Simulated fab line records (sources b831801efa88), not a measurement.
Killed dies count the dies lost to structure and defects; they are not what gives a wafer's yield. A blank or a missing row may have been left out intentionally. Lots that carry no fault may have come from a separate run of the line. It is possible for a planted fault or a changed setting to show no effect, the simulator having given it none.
2 desks looking at one fault | flow gf180mcu | numbers are kept per desk, each desk with only its own; the story behind them comes last

THE TOOL OWNER'S DESK: furnace-02
The tool's own readings at GF_STI_OXIDATION_29 (stabilise 600 s, purge 300 s, target thk 10 nm): means of the sampled wafers that have a number, for each lot that ran on this tool. Marked OUT: a lot whose mean sits more than 4 standard deviations from the usual mean, which makes it out of limits; the brackets give that distance.
Columns: A = spike-tc-lower-C at GF_STI_OXIDATION_29, usual 900.7 C; B = spike-tc-top-C at GF_STI_OXIDATION_29, usual 910.7 C; C = tube-center-temp-C at GF_STI_OXIDATION_29, usual 900.01 C; D = zone-power-centre-pct at GF_STI_OXIDATION_29, usual 17.31 %; E = zone-power-top-pct at GF_STI_OXIDATION_29, usual 33.3 %
lot  | first seen here | A     | B     | C      | D     | E
L601 | day 2 10:19     | 900.4 | 908.8 | 900.08 | 17.20 | 33.3
L606 | day 3 11:19     | 900.4 | 908.4 | 900.03 | 17.26 | 33.3
L607 | day 3 17:04     | 900.2 | 907.8 | 899.97 | 17.29 | 33.5
L611 | day 4 13:30     | 900.3 | 908.9 | 899.98 | 17.21 | 33.5
L618 | day 6 01:27     | 900.4 | 908.8 | 900.03 | 17.26 | 33.4
L619 | day 6 07:28     | 900.6 | 908.7 | 900.09 | 17.41 | 33.5
Finding of this desk: none of the 6 lots has anything out of limits.

AT THE METROLOGY DESK
What the gauges read for every lot (on any tool): the sampled wafers with a number, averaged. Marked OUT: a lot whose mean sits more than 4 standard deviations from the usual mean, which makes it out of limits; the brackets give that distance.
Columns: A = V5_CVD_02_THK at GF_V5_THK_MEAS_03, usual 1459 nm
lot  | first seen here | A
L600 | day 26 04:35    | 1440
L601 | day 26 12:04    | 1473
L603 | day 27 03:22    | 1469
L604 | day 27 18:41    | 1476
L605 | day 28 05:13    | 1470
L606 | day 28 05:19    | 1453
L607 | day 29 08:53    | 1438
L608 | day 29 10:00    | 1481
L610 | day 29 23:08    | 1471
L611 | day 30 03:21    | 1461
L615 | day 31 04:05    | 1453
L618 | day 31 09:34    | 1461
L619 | day 31 13:39    | 1456
L623 | day 32 12:23    | 1439
Finding of this desk: none of the 14 lots has anything out of limits.

BROUGHT TOGETHER
The desk of the tool owner found nothing out of limits.
The metrology desk saw nothing out of limits.

WHAT THE SIMULATOR HAD PUT IN
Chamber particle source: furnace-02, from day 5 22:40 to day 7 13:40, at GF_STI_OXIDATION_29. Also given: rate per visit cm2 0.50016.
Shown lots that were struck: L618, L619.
